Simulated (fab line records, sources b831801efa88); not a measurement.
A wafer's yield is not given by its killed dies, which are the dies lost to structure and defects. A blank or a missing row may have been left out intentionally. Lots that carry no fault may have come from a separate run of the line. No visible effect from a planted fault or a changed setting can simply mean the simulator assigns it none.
fab line records -- flow sfqLine
record: lots: 7, wafers: 18, lastDay: 82
route steps=325 shown M3@132 I3@133
lots that met no fault: taken from a fault-free run of the same line
startH: the number of hours between the record's first day and the start of the first shown wafer of the lot -- waitH: hours elapsed since this lot's preceding step -- " as in the row above -- L1.1+2: a single row standing in for several wafers -- - no value, or no start given -- * or withheld: withheld -- < > ~ a bound
route shown NAME@n: NAME is a module with steps in the file, n the number in the route of the first one -- usual: mean and standard deviation over wafers with no fault -- same: alike in all rows -- chamber/n: place in a boat -- sites: readings site by site -- _std_site: standard deviation of those values -- _edge_site: outer sites' mean less inner sites' -- radiusMm: for every site, how far away it sits from the centre of the wafer -- mask NAME#n: copy n -- behind: the last tool/chamber to shape the wafer -- hold: the reason the lot was held/the length of the hold in hours/how it ended -- device: whichever transistor did not switch (one of n, p or np) -- end of line: the route-end tests of the same wafers -- for a step that has no rows: nothing shown but its recipe -- killed: at the first sort, the dies lost to defects and structure; wafer yield is something else -- map: a wafer's dies, x killed, . not, _ none there
set.NAME: the setting the step ran with; set.NAME@STEP: the setting that earlier step ran with -- model.NAME: the simulator's own value behind a step, which no gauge read
certain route steps with their lots: each step a table, each wafer a row
services: when a tool's chamber went out of use (startH, in hours from the record's first day, below 0 if earlier), for how many hours, and the reason
== steps ==
step: SFQ_TRILAYER_M3_STRIP_SOLV_CLEAN_080
recipe: chemistry: NMP, tempC: 70, timeS: 600
step: SFQ_TRILAYER_I3_DEP_PECVD_081
recipe: material: SiO2, tempC: 150, timeS: 111.11, pressureTorr: 2.4, rfW: 183.3, precursor: SiH4/N2O, targetThkNm: 500
usual: chamberPressureTorr: 2.401/0.0048, heaterPowerW: 86/17, throttleValvePct: 23.9/1.5
lot.wafer,tool,chamber,startH,waitH,chamberPressureTorr,heaterPowerW,throttleValvePct
L905.2,pecvd-01,1,837.67,0.0,2.399,122,25.0
L905.3,pecvd-01,2,837.67,0.0,2.392,78,24.0
L905.5,pecvd-01,1,837.67,0.0,2.398,101,24.9
L910.3,pecvd-02,2,908.03,0.0,2.401,79,25.4
L910.4,pecvd-02,1,908.03,0.0,2.415,77,22.5
L910.5,pecvd-02,2,908.03,0.0,2.411,81,25.4
L916.4,pecvd-02,0,966.42,0.0,2.399,75,22.3
L916.6,pecvd-02,2,966.42,0.0,2.399,71,22.7
L917.3,pecvd-04,0,976.01,0.0,2.410,94,25.6
L917.4,pecvd-04,1,976.01,0.0,2.395,109,24.5
L919.1,pecvd-02,0,998.27,0.0,2.401,76,22.5
L919.6,pecvd-02,2,998.27,0.0,2.395,76,22.9
L923.2,pecvd-02,2,1198.03,0.0,2.402,74,23.3
L923.3,pecvd-02,1,1198.03,0.0,2.394,85,21.5
L923.4,pecvd-02,0,1198.03,0.0,2.394,81,23.2
L927.1,pecvd-01,1,1234.07,0.0,2.396,113,27.5
L927.3,pecvd-01,2,1234.07,0.0,2.399,79,25.0
L927.5,pecvd-01,1,1234.07,0.0,2.396,114,27.3
step: SFQ_TRILAYER_I3_CMP_CMP_082
recipe: material: SiO2, downForcePsi: 3, platenRpm: 60, padVelocityMS: 0.94248
usual: motorCurrentA: 9.3/0.81, slurryFilterDpKPa: 13.50/0.15, slurryFlowMlMin: 150.0/0.47, timeToEndpointS: 215/7.9
lot.wafer,tool,chamber,startH,waitH,motorCurrentA,slurryFilterDpKPa,slurryFlowMlMin,timeToEndpointS
L905.2,cmp-02,0,850.59,12.9,9.4,13.51,149.7,213
L905.3,cmp-02,1,850.59,12.9,9.7,13.57,150.1,204
L905.5,cmp-02,2,850.59,12.9,8.0,13.51,149.8,212
L910.4,cmp-02,2,937.09,29.0,8.1,13.80,149.0,220
L910.3,cmp-02,0,938.09,30.0,8.9,13.40,149.9,209
L910.5,cmp-02,1,938.09,30.0,9.8,13.72,149.6,212
L916.4,cmp-02,2,978.59,12.1,8.3,13.17,149.2,218
L916.6,cmp-02,2,980.59,14.1,8.1,13.69,149.7,207
L917.3,cmp-01,0,985.56,9.5,9.6,13.42,149.8,214
L917.4,cmp-01,3,987.06,11.0,10.6,13.26,149.5,220
L919.1,cmp-01,2,999.85,1.5,9.9,13.55,150.7,213
L919.6,cmp-01,0,1000.85,2.5,9.9,13.44,150.9,210
L923.2,cmp-02,3,1200.11,2.0,9.8,13.43,149.6,197
L923.4,cmp-02,0,1200.11,2.0,9.0,13.57,149.5,218
L923.3,cmp-02,1,1200.11,2.0,10.2,13.34,151.0,215
L927.1,cmp-02,1,1234.75,0.6,9.7,13.41,150.1,210
L927.3,cmp-02,2,1234.75,0.6,8.3,13.57,149.9,211
L927.5,cmp-02,1,1236.75,2.6,9.8,13.65,150.7,224
step: SFQ_I3_BOW_MEAS_922
recipe: mode: bow
usual: I3_BOW: 4/10
lot.wafer,tool,chamber,startH,waitH,I3_BOW[um]
L905.2,filmMetro-02,-,852.61,1.5,-2
L905.3,filmMetro-02,-,852.61,1.5,-13
L905.5,filmMetro-02,-,852.61,1.5,-10
L910.3,filmMetro-04,-,939.63,1.0,11
L910.4,filmMetro-04,-,939.63,1.0,12
L910.5,filmMetro-04,-,939.63,1.0,4
L916.4,filmMetro-04,-,981.65,2.6,-4
L916.6,filmMetro-04,-,981.65,2.6,0
L917.3,filmMetro-01,-,988.60,2.5,1
L917.4,filmMetro-01,-,988.60,2.5,-11
L919.1,filmMetro-01,-,1001.35,1.0,11
L919.6,filmMetro-01,-,1001.35,1.0,5
L923.2,filmMetro-04,-,1203.13,2.5,7
L923.3,filmMetro-04,-,1203.13,2.5,-2
L923.4,filmMetro-04,-,1203.13,2.5,16
L927.1,filmMetro-02,-,1237.75,2.5,2
L927.3,filmMetro-02,-,1237.75,2.5,-1
L927.5,filmMetro-02,-,1237.75,2.5,-9
step: SFQ_TRILAYER_I3_METRO_MEASURE_083
usual: thkNm: 200.2/1.1
lot.wafer,tool,chamber,startH,waitH,thkNm
L905.2,filmMetro-02,-,852.91,0.3,199.7
L905.3,filmMetro-02,-,852.91,0.3,200.2
L905.5,filmMetro-02,-,852.91,0.3,199.4
L910.3,filmMetro-04,-,940.11,0.5,200.1
L910.4,filmMetro-04,-,940.11,0.5,200.4
L910.5,filmMetro-04,-,940.11,0.5,199.9
L916.4,filmMetro-04,-,982.31,0.6,198.7
L916.6,filmMetro-04,-,982.31,0.6,199.0
L917.3,filmMetro-01,-,989.08,0.5,201.5
L917.4,filmMetro-01,-,989.08,0.5,201.3
L919.1,filmMetro-01,-,1001.47,0.1,199.9
L919.6,filmMetro-01,-,1002.47,1.0,199.5
L923.2,filmMetro-04,-,1203.43,0.3,200.4
L923.3,filmMetro-04,-,1203.43,0.3,199.9
L923.4,filmMetro-04,-,1203.43,0.3,200.9
L927.1,filmMetro-02,-,1237.87,0.1,199.6
L927.3,filmMetro-02,-,1237.87,0.1,200.6
L927.5,filmMetro-02,-,1237.87,0.1,202.2
step: SFQ_TRILAYER_I3_VIA_LITHO_COAT_090
recipe: resist: BARC, spinRpm: 3000, resistThkNm: 62
step: SFQ_TRILAYER_I3_VIA_LITHO_COAT_085
recipe: resist: KrF, spinRpm: 3000, resistThkNm: 650
step: SFQ_TRILAYER_I3_VIA_LITHO_SOFTBAKE_089
recipe: tempC: withheld, timeS: withheld, resist: KrF
step: SFQ_TRILAYER_I3_VIA_LITHO_EXPOSE_086
recipe: maskId: I3, na: 0.6, sourceShape: conventional, sigmaOuter: 0.65, targetCdNm: 500, doseMj: 21.3
step: SFQ_TRILAYER_I3_VIA_LITHO_PEB_088
recipe: pebTempC: 115, pebTimeS: 60, resist: KrF
step: SFQ_TRILAYER_I3_VIA_LITHO_DEVELOP_087
recipe: timeS: 60, resist: KrF
step: SFQ_I3_OVL_MEAS_923
usual: I3_OVL: 1/5.2
lot.wafer,tool,chamber,startH,waitH,I3_OVL[nm]
L905.2,overlay-01,-,980.98,0.1,8
L905.3,overlay-01,-,980.98,0.1,1
L905.5,overlay-01,-,980.98,0.1,3
L910.3,overlay-02,-,1068.58,0.1,-2
L910.4,overlay-02,-,1068.58,0.1,4
L910.5,overlay-02,-,1068.58,0.1,-1
L916.4,overlay-02,-,1120.25,0.1,3
L916.6,overlay-02,-,1120.25,0.1,5
L917.3,overlay-02,-,1132.25,0.1,-1
L917.4,overlay-02,-,1132.25,0.1,3
L919.1,overlay-02,-,1146.63,0.1,10
L919.6,overlay-02,-,1146.63,0.1,15
L923.2,overlay-01,-,1206.68,0.1,1
L923.3,overlay-01,-,1206.68,0.1,5
L923.4,overlay-01,-,1206.68,0.1,4
L927.1,overlay-02,-,1258.18,0.1,0
L927.3,overlay-02,-,1258.18,0.1,5
L927.5,overlay-02,-,1258.18,0.1,6
step: SFQ_TRILAYER_I3_VIA_BARC_OPEN_VIA_ETCH_121
recipe: maskMaterial: PR, chemistry: O2, targetDepthNm: 125, target: BARC, sourceW: 500, biasW: 80, pressureMtorr: 30, timeS: 41.7
usual: drypumpMotorCurrentA: 5.8/0.52, oesProductAu: 0.686/0.0046
lot.wafer,tool,chamber,startH,waitH,drypumpMotorCurrentA,oesProductAu,rfHoursCounterH,model.KrF_of_TRILAYER_I3_VIA_LITHO_COAT_085.thkNm
L905.2,rieDiel-03,0,981.01,0.0,5.3,0.687,10,575.3
L905.3,rieDiel-03,2,981.01,0.0,5.7,0.691,12,572.1
L905.5,rieDiel-03,2,981.01,0.0,5.7,0.680,-,573.9
L910.3,rieDiel-03,2,1068.61,0.0,5.7,0.676,14,572.1
L910.4,rieDiel-03,0,1068.61,0.0,5.3,0.679,12,571.2
L910.5,rieDiel-03,3,1068.61,0.0,5.2,0.677,-,571
L916.4,rieDiel-03,2,1120.27,0.0,5.7,0.687,15,584
L916.6,rieDiel-03,3,1120.27,0.0,5.3,0.685,-,584.2
L917.3,rieDiel-03,3,1132.27,0.0,5.2,0.690,8,572.4
L917.4,rieDiel-03,1,1132.27,0.0,6.8,0.685,11,583.8
L919.1,rieDiel-03,0,1146.67,0.0,5.3,0.684,13,574.5
L919.6,rieDiel-03,2,1146.67,0.0,5.7,0.685,-,582.5
L923.2,rieDiel-04,3,1206.71,0.0,5.6,0.694,12,575.2
L923.3,rieDiel-04,1,1206.71,0.0,6.0,0.687,20,574.5
L923.4,rieDiel-04,0,1206.71,0.0,5.1,0.682,7,577.9
L927.1,rieDiel-04,0,1258.21,0.0,5.1,0.689,8,574.1
L927.3,rieDiel-04,1,1258.21,0.0,6.0,0.682,0,575.4
L927.5,rieDiel-04,3,1258.21,0.0,5.6,0.691,-,575.1
step: SFQ_TRILAYER_I3_VIA_ETCH_VIA_ETCH_088
recipe: target: SiO2, stopOn: Nb, maskMaterial: PR, taperDeg: 20, chemistry: CHF3, targetDepthNm: 260, sourceW: 500, biasW: 80, pressureMtorr: 30, timeS: withheld
usual: drypumpMotorCurrentA: 5.8/0.51, oesProductAu: 0.855/0.0054
lot.wafer,tool,chamber,startH,waitH,drypumpMotorCurrentA,oesProductAu,model.KrF_of_TRILAYER_I3_VIA_LITHO_COAT_085.thkNm
L905.2,rieDiel-03,0,981.05,0.0,5.3,0.845,531.5
L905.3,rieDiel-03,2,981.05,0.0,5.7,0.859,528.3
L905.5,rieDiel-03,2,981.05,0.0,5.7,0.846,530.6
L910.3,rieDiel-03,2,1068.65,0.0,5.7,0.857,527.6
L910.4,rieDiel-03,0,1068.65,0.0,5.3,0.858,526.2
L910.5,rieDiel-03,3,1068.65,0.0,5.2,0.862,524.7
L916.4,rieDiel-03,2,1120.31,0.0,5.7,0.860,540
L916.6,rieDiel-03,3,1120.31,0.0,5.2,0.854,538.5
L917.3,rieDiel-03,3,1132.31,0.0,5.2,0.860,526.4
L917.4,rieDiel-03,1,1132.31,0.0,6.7,0.853,539.4
L919.1,rieDiel-03,0,1146.71,0.0,5.3,0.849,529.8
L919.6,rieDiel-03,2,1146.71,0.0,5.7,0.855,537.9
L923.2,rieDiel-04,3,1206.75,0.0,5.6,0.854,530.9
L923.3,rieDiel-04,1,1206.75,0.0,6.0,0.852,529.6
L923.4,rieDiel-04,0,1206.75,0.0,5.1,0.854,535.5
L927.1,rieDiel-04,0,1258.25,0.0,5.1,0.854,530.8
L927.3,rieDiel-04,1,1258.25,0.0,6.0,0.862,531.4
L927.5,rieDiel-04,3,1258.25,0.0,5.6,0.858,531
step: SFQ_TRILAYER_I3_VIA_STRIP_STRIP_089
recipe: gas: O2, powerW: 200, platenTempC: 40, overashFraction: 0.65, chemistry: O2, pressureMtorr: 50
usual: drypumpMotorCurrentA: 5.6/0.33, oesProductAu: 0.991/0.01
same: overashFraction: 0.65
lot.wafer,tool,chamber,startH,waitH,drypumpMotorCurrentA,oesProductAu,rfHoursCounterH
L905.2,rieMetal-01,0,981.16,-,5.3,0.969,55
L905.3,rieMetal-01,1,981.16,-,6.1,0.985,-
L905.5,rieMetal-01,1,981.16,-,6.1,0.981,-
L910.3,rieMetal-03,1,1068.96,-,5.7,0.976,-
L910.4,rieMetal-03,0,1068.96,-,5.0,0.996,-
L910.5,rieMetal-03,0,1068.96,-,5.0,0.998,-
L916.4,rieMetal-03,1,1120.62,-,5.7,0.987,-
L916.6,rieMetal-03,0,1120.62,-,5.0,1.002,-
L917.3,rieMetal-03,1,1132.62,-,5.7,0.961,-
L917.4,rieMetal-03,0,1132.62,-,5.0,0.992,-
L919.1,rieMetal-02,1,1146.82,-,5.9,0.985,14
L919.6,rieMetal-02,1,1147.82,-,5.9,0.990,-
L923.2,rieMetal-02,0,1206.87,-,5.7,0.996,8
L923.3,rieMetal-02,0,1206.87,-,5.7,0.996,-
L923.4,rieMetal-02,1,1206.87,-,5.9,1.002,-
L927.1,rieMetal-02,0,1258.37,-,5.7,0.992,17
L927.3,rieMetal-02,0,1258.37,-,5.6,0.990,-
L927.5,rieMetal-02,1,1258.37,-,5.9,0.998,-
== services ==
tool,chamber,startH,hours,kind
cmp-02,-,819.75,0.6,repair
cmp-02,-,828.91,2.7,repair
rieDiel-03,3,834.69,11.4,repair
rieDiel-04,3,897.45,1.3,repair
pecvd-02,-,933.25,14.0,pm
pecvd-02,1,941.74,2.5,repair
pecvd-02,1,953.02,5.9,repair
rieDiel-04,1,980.18,8.9,repair
cmp-02,-,984.59,4.2,pm
rieDiel-04,0,1011.34,9.0,repair
pecvd-02,0,1026.04,4.9,repair
pecvd-02,-,1047.53,1.0,repair
pecvd-02,1,1065.35,40.4,repair
pecvd-02,-,1077.14,2.0,repair
rieDiel-03,-,1079.39,2.8,pm
cmp-02,-,1082.25,5.5,pm
cmp-02,-,1087.75,4.0,pm
cmp-02,-,1087.95,5.0,repair
rieDiel-03,0,1088.58,3.0,repair
cmp-02,-,1091.09,3.0,repair
rieDiel-04,-,1136.22,1.1,repair
cmp-02,-,1172.41,0.5,repair
rieDiel-03,-,1207.90,0.5,repair
cmp-02,-,1247.41,0.8,repair
== key ==
firstSign none at tools or gauges
modelEffect: step: SFQ_TRILAYER_I3_VIA_BARC_OPEN_VIA_ETCH_121, value: KrF_of_TRILAYER_I3_VIA_LITHO_COAT_085.thkNm, without: 575.9, struck: 583.6
modelEffect: step: SFQ_TRILAYER_I3_VIA_ETCH_VIA_ETCH_088, value: KrF_of_TRILAYER_I3_VIA_LITHO_COAT_085.thkNm, without: 531.3, struck: 539
metAt SFQ_TRILAYER_I3_VIA_BARC_OPEN_VIA_ETCH_121
struckWafers L916.4,L916.6,L917.4,L919.6
onsetBetween 1068.61 1120.27
fault: kind: processParameterDrift, tool: rieDiel-03, chamber: -, onsetH: 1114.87, steps: SFQ_TRILAYER_I3_VIA_BARC_OPEN_VIA_ETCH_121, channel: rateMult, offset: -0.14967, shape: step, endH: 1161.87, scope: struckWafersOnly
